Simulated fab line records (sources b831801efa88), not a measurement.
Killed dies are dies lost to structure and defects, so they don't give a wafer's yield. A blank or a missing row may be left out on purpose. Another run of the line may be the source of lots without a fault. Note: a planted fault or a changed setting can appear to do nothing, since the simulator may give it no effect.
Chamber matching ; flow gf180mcu ; rieDiel-02 running GF_SAB_ETCH_11: 4 sister chambers
The step etches SiO2 in C4F8/O2/Ar, target depth 55 nm, time 8.5 s. 4 wafers are shown with their chamber, then 8 later ones without.

== WAFERS PAIRED WITH THEIR CHAMBERS ==
wafer;chamber;oesProductAu (a.u.)
L881.5;2;1.006
L889.1;0;0.976
L889.3;1;1.000
L892.2;3;1.022

== WAFERS MISSING THEIR CHAMBER ==
wafer;oesProductAu (a.u.)
L892.3;0.992
L892.6;1.022
L894.1;1.010
L894.4;0.988
L894.6;0.995
L896.1;0.992
L896.2;0.999
L896.4;1.001

== THE CHAMBER EACH PASSED THROUGH ==
wafer;from the rows above;in truth
L892.3;can't be placed: 1 or 2 or 0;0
L892.6;3;3
L894.1;can't be placed: 2 or 1 or 3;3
L894.4;can't be placed: 0 or 1 or 2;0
L894.6;can't be placed: 1 or 2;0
L896.1;can't be placed: 1 or 2 or 0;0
L896.2;can't be placed: 1 or 2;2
L896.4;can't be placed: 1 or 2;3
1 of 8 placed correctly. Not placeable from these rows: 7 (in 5, the candidates include the true chamber). Number placed wrongly: 0.
How it was worked out, from the rows above alone: a wafer's distance from a chamber is the root of the sum, over the readings, of the square of ((its reading less the chamber's mean) divided by the reading's scatter). The wafer belongs to the nearest chamber; if the next one is less than 2 further off, it can't be placed. Each chamber's mean is taken over the wafers shown for it. The scatter: with one shown wafer a chamber, the root of the mean of the squares of how far each hidden wafer lies from its nearest shown one.
